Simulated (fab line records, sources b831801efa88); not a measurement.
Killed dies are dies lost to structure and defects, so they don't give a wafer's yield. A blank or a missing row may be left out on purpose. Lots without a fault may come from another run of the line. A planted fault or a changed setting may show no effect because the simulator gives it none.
Which tool did it? | flow gf180mcu | 24 lots, 72 wafers sampled, at 6 steps of a route of 602

WHAT THE GAUGES READ, wafer by wafer
GF_STI_THK_MEAS_22. Usual: STI_OXIDATION_01_THK 15.0 nm, standard deviation 0.3.
lot  | measured    | on            | STI_OXIDATION_01_THK (nm) | flag
L074 | day 2 03:38 | film_metro-03 | 14.9 14.9 14.8            |
L075 | day 2 08:01 | film_metro-03 | 15.3 15.7 15.2            |
L076 | day 2 14:37 | film_metro-02 | 15.1 15.1 15.0            |
L077 | day 2 20:03 | film_metro-02 | 14.9 14.9 15.2            |
L078 | day 2 23:39 | film_metro-03 | 14.6 14.8 14.7            |
L079 | day 3 05:14 | film_metro-02 | 15.4 15.4 15.7            |
L080 | day 3 10:07 | film_metro-03 | 15.0 15.1 15.1            |
L081 | day 3 16:34 | film_metro-03 | 14.9 14.9 15.0            |
L082 | day 3 20:08 | film_metro-02 | 15.1 15.3 15.2            |
L083 | day 4 00:41 | film_metro-02 | 14.9 15.1 15.1            |
L084 | day 4 07:34 | film_metro-04 | 14.8 15.1 15.2            |
L085 | day 4 15:44 | film_metro-02 | 15.2 15.5 15.5            |
L086 | day 4 21:20 | film_metro-03 | 15.2 14.9 14.9            |
L087 | day 5 02:41 | film_metro-02 | 15.2 15.1 15.3            |
L088 | day 5 09:24 | film_metro-02 | 15.2 15.0 14.9            |
L089 | day 5 13:05 | film_metro-02 | 14.6 14.8 15.0            |
L090 | day 5 17:43 | film_metro-02 | 15.0 15.2 15.2            |
L092 | day 6 00:53 | film_metro-02 | 15.1 15.1 15.1            |
L091 | day 6 01:06 | film_metro-02 | 14.6 14.6 14.4            |
L093 | day 6 06:04 | film_metro-03 | 15.1 15.3 15.1            |
L094 | day 6 10:07 | film_metro-04 | 15.2 15.0 15.0            |
L095 | day 6 15:56 | film_metro-04 | 14.4 15.0 14.8            |
L096 | day 6 21:45 | film_metro-04 | 14.8 14.7 14.7            |
L097 | day 7 01:58 | film_metro-02 | 14.4 14.5 14.6            |

GF_V1_OVL_MEAS_15. Usual: V1_OVL 0 nm, standard deviation 5.5.
lot  | measured     | on         | V1_OVL (nm) | flag
L074 | day 18 02:08 | overlay-02 | -9 4 0      |
L075 | day 18 06:22 | overlay-01 | 5 9 6       |
L076 | day 18 17:58 | overlay-02 | 12 6 10     |
L077 | day 19 00:53 | overlay-02 | -3 -8 3     |
L078 | day 19 13:41 | overlay-02 | 4 6 1       |
L079 | day 20 06:02 | overlay-02 | 5 4 -1      |
L080 | day 20 13:41 | overlay-02 | 10 8 8      |
L081 | day 21 00:59 | overlay-02 | -8 -10 -10  |
L082 | day 21 05:40 | overlay-02 | -5 2 -7     |
L083 | day 21 13:22 | overlay-01 | -5 1 3      |
L084 | day 22 02:40 | overlay-02 | -2 -5 0     |
L085 | day 22 19:40 | overlay-02 | 2 -3 -3     |
L086 | day 23 07:53 | overlay-01 | 8 3 7       |
L087 | day 23 10:55 | overlay-01 | 0 2 5       |
L088 | day 23 14:10 | overlay-02 | 3 -3 -1     |
L089 | day 24 00:10 | overlay-01 | 0 -11 1     |
L090 | day 24 03:49 | overlay-01 | -2 0 -4     |
L092 | day 24 19:52 | overlay-01 | -1 -3 -10   |
L091 | day 24 15:11 | overlay-02 | -2 -3 -5    |
L093 | day 24 21:26 | overlay-02 | 2 4 6       |
L094 | day 25 05:34 | overlay-02 | 8 4 7       |
L095 | day 25 10:04 | overlay-01 | 1 -1 -7     |
L096 | day 25 19:23 | overlay-01 | 4 -5 -4     |
L097 | day 26 00:40 | overlay-01 | -5 -4 -4    |

GF_V1_RS_MEAS_24: measures by four-point-probe. Usual: V1_W_RS 0.327 ohm/sq, standard deviation 0.0037.
lot  | measured     | on            | V1_W_RS (ohm/sq)  | flag
L074 | day 18 03:02 | film_metro-03 | 0.323 0.328 0.322 |
L075 | day 18 07:17 | film_metro-03 | 0.326 0.323 0.327 |
L076 | day 18 18:52 | film_metro-02 | 0.328 0.326 0.328 |
L077 | day 19 02:10 | film_metro-02 | 0.328 0.332 0.326 |
L078 | day 19 14:36 | film_metro-03 | 0.331 0.329 0.331 |
L079 | day 20 07:01 | film_metro-02 | 0.326 0.328 0.327 |
L080 | day 20 14:39 | film_metro-02 | 0.328 0.324 0.330 |
L081 | day 21 01:55 | film_metro-02 | 0.320 0.317 0.321 |
L082 | day 21 06:38 | film_metro-04 | 0.331 0.331 0.325 |
L083 | day 21 14:20 | film_metro-02 | 0.324 0.324 0.327 |
L084 | day 22 03:35 | film_metro-04 | 0.326 0.328 0.326 |
L085 | day 22 20:35 | film_metro-04 | 0.332 0.330 0.329 |
L086 | day 23 08:51 | film_metro-02 | 0.326 0.329 0.329 |
L087 | day 23 11:52 | film_metro-04 | 0.330 0.333 0.329 |
L088 | day 23 15:05 | film_metro-04 | 0.332 0.333 0.328 |
L089 | day 24 01:04 | film_metro-03 | 0.326 0.326 0.326 |
L090 | day 24 04:44 | film_metro-03 | 0.328 0.324 0.323 |
L092 | day 24 20:46 | film_metro-04 | 0.322 0.323 0.321 |
L091 | day 24 16:07 | film_metro-02 | 0.326 0.324 0.328 |
L093 | day 24 22:24 | film_metro-02 | 0.330 0.328 0.328 |
L094 | day 25 06:35 | film_metro-03 | 0.332 0.325 0.322 |
L095 | day 25 11:01 | film_metro-03 | 0.335 0.331 0.333 |
L096 | day 25 20:22 | film_metro-03 | 0.320 0.329 0.324 |
L097 | day 26 01:37 | film_metro-02 | 0.326 0.329 0.329 |

WHICH TOOL RAN EACH LOT (tool, then ch and the chambers of the sampled wafers, then the start)
lot  | GF_SALICIDE_SPUTTER_02       | GF_SALICIDE_RTA_08               | GF_V1_SPUTTER_22
L074 | pvd_sputter-02, day 15 02:58 | rtp_anneal-01 ch 0, day 15 03:24 | pvd_sputter-01, day 18 02:53
L075 | pvd_sputter-04, day 15 07:02 | rtp_anneal-02 ch 0, day 15 07:29 | pvd_sputter-01, day 18 07:07
L076 | pvd_sputter-03, day 15 17:00 | rtp_anneal-01 ch 0, day 15 17:26 | pvd_sputter-02, day 18 18:43
L077 | pvd_sputter-02, day 16 00:53 | rtp_anneal-01 ch 0, day 16 01:20 | pvd_sputter-01, day 19 01:59
L078 | pvd_sputter-04, day 16 11:55 | rtp_anneal-01 ch 0, day 16 12:21 | pvd_sputter-01, day 19 14:26
L079 | pvd_sputter-04, day 17 02:57 | rtp_anneal-02 ch 0, day 17 03:26 | pvd_sputter-03, day 20 06:49
L080 | pvd_sputter-03, day 17 09:33 | rtp_anneal-01 ch 0, day 17 10:01 | pvd_sputter-03, day 20 14:26
L081 | pvd_sputter-04, day 17 20:39 | rtp_anneal-02 ch 0, day 17 21:05 | pvd_sputter-01, day 21 01:44
L082 | pvd_sputter-04, day 18 02:09 | rtp_anneal-01 ch 0, day 18 02:38 | pvd_sputter-01, day 21 06:26
L083 | pvd_sputter-03, day 18 08:25 | rtp_anneal-02 ch 0, day 18 08:53 | pvd_sputter-03, day 21 14:07
L084 | pvd_sputter-04, day 18 23:36 | rtp_anneal-02 ch 0, day 19 00:01 | pvd_sputter-01, day 22 03:26
L085 | pvd_sputter-02, day 19 16:14 | rtp_anneal-02 ch 0, day 19 16:40 | pvd_sputter-03, day 22 20:26
L086 | pvd_sputter-02, day 20 04:33 | rtp_anneal-02 ch 0, day 20 05:02 | pvd_sputter-01, day 23 08:38
L087 | pvd_sputter-04, day 20 08:13 | rtp_anneal-02 ch 0, day 20 08:41 | pvd_sputter-02, day 23 11:40
L088 | pvd_sputter-04, day 20 12:48 | rtp_anneal-02 ch 0, day 20 13:15 | pvd_sputter-02, day 23 14:55
L089 | pvd_sputter-03, day 20 23:18 | rtp_anneal-01 ch 0, day 20 23:44 | pvd_sputter-02, day 24 00:55
L090 | pvd_sputter-02, day 21 03:20 | rtp_anneal-02 ch 0, day 21 03:46 | pvd_sputter-02, day 24 04:35
L092 | pvd_sputter-03, day 21 19:51 | rtp_anneal-02 ch 0, day 21 20:17 | pvd_sputter-01, day 24 20:37
L091 | pvd_sputter-04, day 21 15:34 | rtp_anneal-01 ch 0, day 21 16:01 | pvd_sputter-01, day 24 15:56
L093 | pvd_sputter-04, day 21 20:43 | rtp_anneal-01 ch 0, day 21 21:11 | pvd_sputter-03, day 24 22:13
L094 | pvd_sputter-03, day 22 05:25 | rtp_anneal-02 ch 0, day 22 05:50 | pvd_sputter-03, day 25 06:26
L095 | pvd_sputter-03, day 22 10:37 | rtp_anneal-02 ch 0, day 22 11:03 | pvd_sputter-01, day 25 10:51
L096 | pvd_sputter-04, day 22 21:06 | rtp_anneal-02 ch 0, day 22 21:34 | pvd_sputter-01, day 25 20:10
L097 | pvd_sputter-04, day 23 02:40 | rtp_anneal-02 ch 0, day 23 03:08 | pvd_sputter-03, day 26 01:25
- GF_SALICIDE_SPUTTER_02: material Co, target thk 10 nm, time 20 s.
- GF_SALICIDE_RTA_08: time 30 s.
- GF_V1_SPUTTER_22: material TiN, target thk 10 nm, time 40 s.

WHAT THE TOOLS THEMSELVES READ (means of the sampled wafers that have a number; where no wafer has one, the mark that the record gives instead)
GF_SALICIDE_SPUTTER_02. Usual: chamber_pressure_pa 0.3999 Pa, standard deviation 0.00082; throttle_valve_pct 30.1 %, standard deviation 1.2.
lot  | tool           | chamber_pressure_pa (Pa) | throttle_valve_pct (%) | flag
L074 | pvd_sputter-02 | 0.3999                   | 30.2                   |
L075 | pvd_sputter-04 | 0.4008                   | 30.0                   |
L076 | pvd_sputter-03 | 0.4001                   | 30.1                   |
L077 | pvd_sputter-02 | 0.4004                   | 30.8                   |
L078 | pvd_sputter-04 | 0.3993                   | 30.5                   |
L079 | pvd_sputter-04 | 0.3991                   | 29.9                   |
L080 | pvd_sputter-03 | 0.3998                   | 28.6                   |
L081 | pvd_sputter-04 | 0.4002                   | 30.8                   |
L082 | pvd_sputter-04 | 0.4003                   | 30.2                   |
L083 | pvd_sputter-03 | 0.4007                   | 29.3                   |
L084 | pvd_sputter-04 | 0.4004                   | 30.7                   |
L085 | pvd_sputter-02 | 0.3993                   | 29.8                   |
L086 | pvd_sputter-02 | 0.4004                   | 31.0                   |
L087 | pvd_sputter-04 | 0.3998                   | 30.4                   |
L088 | pvd_sputter-04 | 0.4004                   | 30.4                   |
L089 | pvd_sputter-03 | 0.3998                   | 30.3                   |
L090 | pvd_sputter-02 | 0.3995                   | 30.4                   |
L092 | pvd_sputter-03 | 0.3996                   | 29.5                   |
L091 | pvd_sputter-04 | 0.4000                   | 30.5                   |
L093 | pvd_sputter-04 | 0.3996                   | 29.8                   |
L094 | pvd_sputter-03 | 0.3997                   | 29.3                   |
L095 | pvd_sputter-03 | 0.3997                   | 29.4                   |
L096 | pvd_sputter-04 | 0.4001                   | 30.0                   |
L097 | pvd_sputter-04 | 0.4006                   | 29.3                   |

GF_SALICIDE_RTA_08. Usual: lamp_power_pct 16.1 %, standard deviation 0.75; wafer_temp_C_max 803.5, standard deviation 1.3.
lot  | tool          | lamp_power_pct (%) | wafer_temp_C_max | flag
L074 | rtp_anneal-01 | 17.1               | 805.6            |
L075 | rtp_anneal-02 | 15.6               | 803.1            |
L076 | rtp_anneal-01 | 17.1               | 805.5            |
L077 | rtp_anneal-01 | 17.1               | 805.4            |
L078 | rtp_anneal-01 | 17.1               | 805.0            |
L079 | rtp_anneal-02 | 15.5               | 802.5            |
L080 | rtp_anneal-01 | 17.1               | 805.0            |
L081 | rtp_anneal-02 | 15.6               | 803.1            |
L082 | rtp_anneal-01 | 17.1               | 804.8            |
L083 | rtp_anneal-02 | 15.5               | 802.6            |
L084 | rtp_anneal-02 | 15.6               | 802.3            |
L085 | rtp_anneal-02 | 15.6               | 802.1            |
L086 | rtp_anneal-02 | 15.5               | 802.7            |
L087 | rtp_anneal-02 | 15.6               | 802.6            |
L088 | rtp_anneal-02 | 15.5               | 803.0            |
L089 | rtp_anneal-01 | 17.1               | 805.0            |
L090 | rtp_anneal-02 | 15.6               | 802.3            |
L092 | rtp_anneal-02 | 15.5               | 802.4            |
L091 | rtp_anneal-01 | 17.1               | 804.1            |
L093 | rtp_anneal-01 | 17.1               | 804.4            |
L094 | rtp_anneal-02 | 15.5               | 802.5            |
L095 | rtp_anneal-02 | 15.6               | 802.5            |
L096 | rtp_anneal-02 | 15.5               | 802.8            |
L097 | rtp_anneal-02 | 15.5               | 802.7            |

GF_V1_SPUTTER_22. Usual: chamber_pressure_pa 5.000 Pa, standard deviation 0.0089; throttle_valve_pct 30.0 %, standard deviation 1.4.
lot  | tool           | chamber_pressure_pa (Pa) | throttle_valve_pct (%) | flag
L074 | pvd_sputter-01 | 4.999                    | 30.1                   |
L075 | pvd_sputter-01 | 5.004                    | 31.1                   |
L076 | pvd_sputter-02 | 4.997                    | 29.6                   |
L077 | pvd_sputter-01 | 5.000                    | 30.1                   |
L078 | pvd_sputter-01 | 5.003                    | 30.7                   |
L079 | pvd_sputter-03 | 4.999                    | 30.3                   |
L080 | pvd_sputter-03 | 5.001                    | 30.3                   |
L081 | pvd_sputter-01 | 4.999                    | 31.6                   |
L082 | pvd_sputter-01 | 5.001                    | 30.2                   |
L083 | pvd_sputter-03 | 5.001                    | 29.4                   |
L084 | pvd_sputter-01 | 4.993                    | 30.5                   |
L085 | pvd_sputter-03 | 5.009                    | 29.5                   |
L086 | pvd_sputter-01 | 5.007                    | 30.4                   |
L087 | pvd_sputter-02 | 5.003                    | 30.3                   |
L088 | pvd_sputter-02 | 5.001                    | 30.4                   |
L089 | pvd_sputter-02 | 4.997                    | 30.9                   |
L090 | pvd_sputter-02 | 4.999                    | 30.9                   |
L092 | pvd_sputter-01 | 5.000                    | 29.1                   |
L091 | pvd_sputter-01 | 4.998                    | 30.2                   |
L093 | pvd_sputter-03 | 5.004                    | 29.3                   |
L094 | pvd_sputter-03 | 5.001                    | 30.4                   |
L095 | pvd_sputter-01 | 5.002                    | 30.2                   |
L096 | pvd_sputter-01 | 4.998                    | 30.2                   |
L097 | pvd_sputter-03 | 5.004                    | 30.1                   |

THE ANSWER, worked out from the rows above alone
Rule: a lot is off if the mean of its wafers that have a number lies more than 3 standard deviations from the usual mean. A lot without any number at a reading at which 4 lots or more have one is off too. The other lots that the step has rows for count as sound. The gauges are gone through in route order, then the tools' own readings, and for those a lot's mean is taken as printed above. The first step at which some lot is off is used, and at that step the reading that is off furthest; a lot without a number counts as furthest.
No lot is off at any reading shown: from this, nothing can be told.

WHAT THE SIMULATOR HAD PUT IN
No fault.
